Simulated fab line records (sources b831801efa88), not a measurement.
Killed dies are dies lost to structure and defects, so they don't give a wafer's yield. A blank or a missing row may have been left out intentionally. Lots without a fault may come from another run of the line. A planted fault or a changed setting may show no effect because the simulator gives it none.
One fault seen from 2 desks | flow sfq-line | numbers are kept per desk, each desk with only its own; the story behind them comes last

== AT THE TOOL OWNER'S DESK: rie-diel-03 ==
The tool's own readings at SFQ_TRILAYER_C5_BARC_OPEN_VIA_ETCH_210 (etches BARC in O2, target depth 125 nm, time 41.7 s): means of the sampled wafers that have a number, for each lot that ran on this tool. The brackets show how far a lot's mean lies from the usual mean; more than 4 standard deviations puts the lot out of limits, marked OUT.
Columns: A = bias-w at SFQ_TRILAYER_C5_BARC_OPEN_VIA_ETCH_210, usual 80.01 W; B = drypump-motor-current-A at SFQ_TRILAYER_C5_BARC_OPEN_VIA_ETCH_210, usual 6.0 A; C = oes-product-au at SFQ_TRILAYER_C5_BARC_OPEN_VIA_ETCH_210, usual 0.685 a.u.
lot  | first seen here | A               | B   | C
L589 | day 68 21:35    | 80.14           | 6.1 | 0.686
L590 | day 69 10:38    | 79.77           | 6.1 | 0.689
L595 | day 72 13:09    | 75.89 (-18) OUT | 6.2 | 0.686
L606 | day 80 09:49    | 80.06           | 6.3 | 0.684
L608 | day 81 01:38    | 80.18           | 6.1 | 0.685
L612 | day 86 05:30    | 79.95           | 6.2 | 0.686
Finding of this desk: L595 out of limits; the first was L595 at day 72 13:09, on bias-w at SFQ_TRILAYER_C5_BARC_OPEN_VIA_ETCH_210. Within limits: L589, L590, L606, L608, L612.

== FROM THE METROLOGY DESK ==
What the gauges read, lot by lot, whatever tool the lot ran on: means of the sampled wafers that have a number. The brackets show how far a lot's mean lies from the usual mean; more than 4 standard deviations puts the lot out of limits, marked OUT.
Columns: A = M2_NB_RS at SFQ_M2_RS_MEAS_914, usual 0.892 ohm/sq; B = I4_OVL at SFQ_I4_OVL_MEAS_928, usual 3 nm
lot  | first seen here | A     | B
L589 | day 29 09:34    | 0.908 | -7
L590 | day 30 17:39    | 0.886 | 2
L595 | day 33 03:22    | 0.889 | 8
L596 | day 33 04:33    | 0.899 | 3
L601 | day 33 23:46    | 0.882 | 5
L603 | day 34 08:10    | 0.886 | 2
L604 | day 34 12:58    | 0.890 | 8
L605 | day 34 18:57    | 0.898 | 14
L606 | day 35 11:45    | 0.897 | 0
L608 | day 36 20:20    | 0.898 | 1
L609 | day 37 02:19    | 0.894 | 9
L610 | day 37 07:08    | 0.891 | 1
L612 | day 37 20:26    | 0.896 | -0
Result from this desk: across the 13 lots, nothing is out of limits.

== TAKEN TOGETHER ==
The tool owner's desk had the chance to raise an alarm at day 72 13:09 on L595.
From the metrology desk's view, nothing was out of limits.
The metrology desk has L595 on record, within its limits.
All the named lots went through SFQ_TRILAYER_C5_BARC_OPEN_VIA_ETCH_210 on rie-diel-03.

== WHAT HAD BEEN PUT IN BY THE SIMULATOR ==
rie-diel-03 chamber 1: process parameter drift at SFQ_TRILAYER_C5_BARC_OPEN_VIA_ETCH_210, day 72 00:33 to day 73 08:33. The setting bias-w was moved by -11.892, starting from 80. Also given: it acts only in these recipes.
Shown lots that were struck: L595.
Each desk's first reading out of limits, in hours after the fault started: the tool owner's desk, 13.
